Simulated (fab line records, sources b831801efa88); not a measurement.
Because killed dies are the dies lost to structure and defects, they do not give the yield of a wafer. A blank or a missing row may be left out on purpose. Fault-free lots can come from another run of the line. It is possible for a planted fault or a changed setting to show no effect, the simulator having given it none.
What tool caused it? | flow gf180mcu | 38 wafers from 13 lots sampled at 6 of the route's 602 steps

== WHAT EACH GAUGE READ, for each wafer ==
GF_STI_THK_MEAS_04. Usual: STI_CVD_03_THK typically reads 207.1 nm, with standard deviation 1.8.
lot  | measured    | on           | STI_CVD_03_THK (nm) | flag
L469 | day 1 13:44 | filmMetro-02 | 206.7 206.8 206.8   | 
L470 | day 1 20:02 | filmMetro-02 | 206.0 207.4 205.6   | 
L471 | day 2 01:14 | filmMetro-04 | 204.1 205.7 204.7   | 
L472 | day 2 05:20 | filmMetro-02 | 204.5 207.3 206.7   | 
L473 | day 2 11:05 | filmMetro-03 | 207.4 209.2 208.0   | 
L474 | day 2 19:21 | filmMetro-04 | 209.0 209.4 208.4   | 
L476 | day 3 02:20 | filmMetro-02 | 208.6 209.7 210.0   | 
L478 | day 3 11:59 | filmMetro-03 | 209.9 208.6         | 
L488 | day 5 13:25 | filmMetro-02 | 205.5 205.2 205.4   | 
L489 | day 5 17:34 | filmMetro-02 | 208.0 205.2 207.0   | 
L490 | day 5 23:34 | filmMetro-04 | 206.9 209.8 208.1   | 
L491 | day 6 03:34 | filmMetro-04 | 207.3 206.2 207.0   | 
L492 | day 6 09:39 | filmMetro-02 | 203.5 205.0 204.6   | 

GF_STI_THK_MEAS_24. Usual: STI_CVD_23_THK typically reads 654 nm, with standard deviation 8.9.
lot  | measured    | on           | STI_CVD_23_THK (nm)     | flag
L469 | day 2 02:26 | filmMetro-04 | 658 646 654             | 
L470 | day 2 11:49 | filmMetro-02 | 653 675 652             | 
L471 | day 2 21:28 | filmMetro-03 | 655 667 656             | 
L472 | day 2 21:28 | filmMetro-02 | 647 651 647             | 
L473 | day 3 05:38 | filmMetro-04 | 646 654 641             | 
L474 | day 3 12:35 | filmMetro-02 | 650 486 489 649 487 490 | OFF
L476 | day 3 19:25 | filmMetro-02 | 658 654 664             | 
L478 | day 4 01:52 | filmMetro-02 | 644 484 644 485         | OFF
L488 | day 6 06:43 | filmMetro-02 | 648 667 665             | 
L489 | day 6 10:26 | filmMetro-02 | 640 660 651             | 
L490 | day 6 16:00 | filmMetro-04 | 665 662 653             | 
L491 | day 6 20:21 | filmMetro-02 | 644 648 651             | 
L492 | day 7 02:22 | filmMetro-04 | 628 637 627             | 

GF_NWELL_TW_MEAS_11. Usual: NWELL_TW typically reads 1575, with standard deviation 19.
lot  | measured    | on           | NWELL_TW       | flag
L469 | day 3 04:22 | filmMetro-03 | 1606 1600 1608 | 
L470 | day 3 19:41 | filmMetro-03 | 1601 1597 1600 | 
L471 | day 4 05:57 | filmMetro-04 | 1576 1580 1583 | 
L472 | day 4 06:16 | filmMetro-04 | 1577 1590 1576 | 
L473 | day 4 14:04 | filmMetro-01 | 1567 1564 1569 | 
L474 | day 4 21:04 | filmMetro-01 | 1569           | 
L476 | day 5 00:53 | filmMetro-04 | 1583 1575 1585 | 
L478 | day 5 08:31 | filmMetro-01 | 1553           | 
L488 | day 7 16:25 | filmMetro-04 | 1577 1580 1585 | 
L489 | day 7 21:55 | filmMetro-01 | 1540 1549 1549 | 
L490 | day 8 03:16 | filmMetro-01 | 1531 1541 1543 | 
L491 | day 8 07:37 | filmMetro-03 | 1597 1600 1598 | 
L492 | day 8 14:52 | filmMetro-03 | 1595 1601 1595 | 

GF_MVPSD_TW_MEAS_11. Usual: MVPSD_TW typically reads 555, with standard deviation 7.5.
lot  | measured     | on           | MVPSD_TW    | flag
L469 | day 4 18:37  | filmMetro-03 | 565 561 565 | 
L470 | day 5 12:25  | filmMetro-03 | 565 561 562 | 
L471 | day 6 00:55  | filmMetro-01 | 546 548 549 | 
L472 | day 6 01:01  | filmMetro-04 | 556 554 554 | 
L473 | day 6 09:55  | filmMetro-03 | 564 565 563 | 
L474 | day 6 18:25  | filmMetro-03 | 562         | 
L476 | day 6 20:17  | filmMetro-01 | 546 545 546 | 
L478 | day 7 05:28  | filmMetro-01 | 545         | 
L488 | day 9 19:28  | filmMetro-01 | 541 544 542 | 
L489 | day 10 02:13 | filmMetro-04 | 557 556 558 | 
L490 | day 10 09:13 | filmMetro-01 | 544 548 545 | 
L491 | day 10 12:41 | filmMetro-04 | 556 557 556 | 
L492 | day 10 20:31 | filmMetro-04 | 558 557 555 | 

== EACH LOT AND THE TOOL THAT RAN IT (in order: tool; ch and the chambers of the sampled wafers; start) ==
lot  | GF_STI_CVD_23                   | GF_STI_CMP_25
L469 | hdpcvd-01 ch 1,2, day 2 02:21   | cmp-01 ch 0,1, day 2 02:29
L470 | hdpcvd-01 ch 0,1, day 2 11:43   | cmp-01 ch 0,1,3, day 2 11:52
L471 | hdpcvd-01 ch 0,1,2, day 2 21:23 | cmp-01 ch 1,2,3, day 2 21:31
L472 | hdpcvd-02 ch 0,2, day 2 21:23   | cmp-02 ch 0,1,3, day 2 21:35
L473 | hdpcvd-02 ch 0,2, day 3 05:33   | cmp-01 ch 1,2,3, day 3 05:44
L474 | hdpcvd-02 ch 0,1,2, day 3 12:31 | cmp-01 ch 0,1,2, day 3 14:02
L476 | hdpcvd-01 ch 0,1,2, day 3 19:19 | cmp-01 ch 1,2, day 3 19:57
L478 | hdpcvd-02 ch 1, day 4 01:47     | cmp-02 ch 0,3, day 4 07:21
L488 | hdpcvd-01 ch 1,2, day 6 06:38   | cmp-02 ch 0,2,3, day 6 06:46
L489 | hdpcvd-01 ch 0,1,2, day 6 10:22 | cmp-02 ch 1,2,3, day 6 10:30
L490 | hdpcvd-01 ch 1,2, day 6 15:55   | cmp-02 ch 1,2,3, day 6 16:03
L491 | hdpcvd-01 ch 0,2, day 6 20:16   | cmp-01 ch 0,1,2, day 6 20:33
L492 | hdpcvd-02 ch 1,2, day 7 02:18   | cmp-02 ch 0,1,3, day 7 02:32
- GF_STI_CVD_23: deposits SiO2, target thk 650 nm, time 108.3 s.
- GF_STI_CMP_25: polishes, stops on Si3N4, t overpolish 33 s, target thk 524.6 nm.

== AS READ BY THE TOOLS THEMSELVES (means over the sampled wafers that have a number; for cases with no such wafer, the mark the record gives instead) ==
GF_STI_CMP_25. Usual: edgeZonePressureFrac 1.000, standard deviation 0.0049; motorCurrentA 11.6 A, standard deviation 1; timeToEndpointS 128 s, standard deviation 4.2.
lot  | tool   | edgeZonePressureFrac | motorCurrentA (A) | timeToEndpointS (s) | flag
L469 | cmp-01 | 0.999                | 10.9              | 125                 | 
L470 | cmp-01 | 1.002                | 11.6              | 129                 | 
L471 | cmp-01 | 1.003                | 11.4              | 128                 | 
L472 | cmp-02 | 0.998                | 11.9              | 125                 | 
L473 | cmp-01 | 0.994                | 11.5              | 130                 | 
L474 | cmp-01 | 1.001                | 11.3              | 110                 | OFF
L476 | cmp-01 | 1.003                | 10.4              | 130                 | 
L478 | cmp-02 | 1.000                | 11.8              | 110                 | OFF
L488 | cmp-02 | 0.998                | 11.9              | 126                 | 
L489 | cmp-02 | 0.999                | 12.3              | 128                 | 
L490 | cmp-02 | 1.000                | 12.3              | 130                 | 
L491 | cmp-01 | 0.999                | 10.9              | 129                 | 
L492 | cmp-02 | 1.005                | 12.2              | 118                 | 

== THE ANSWER, worked out from the rows above alone ==
Rule: a lot counts as off when the mean over its wafers that have a number is more than 3 standard deviations away from the usual mean. Also off: a lot with no number at a reading for which 4 or more lots have one. All remaining lots with rows at the step are treated as sound. First the gauges in route order, then the tools' own readings, where a lot's mean is used as printed above. The first step at which some lot is off is used, and at that step the reading that is off furthest; a lot without a number counts as furthest.
Off: L474, L478, at GF_STI_THK_MEAS_24 (STI_CVD_23_THK).
If a tool, at a process step before that reading, ran all the lots that are off and no sound lot after the first of them, it fits. The gauges at GF_STI_THK_MEAS_24 aren't tried: what is off there is off at GF_STI_CMP_25 too, on other tools, and a gauge's error can't cause that. None of those tried fits.

== WHAT THE SIMULATOR PUT IN ==
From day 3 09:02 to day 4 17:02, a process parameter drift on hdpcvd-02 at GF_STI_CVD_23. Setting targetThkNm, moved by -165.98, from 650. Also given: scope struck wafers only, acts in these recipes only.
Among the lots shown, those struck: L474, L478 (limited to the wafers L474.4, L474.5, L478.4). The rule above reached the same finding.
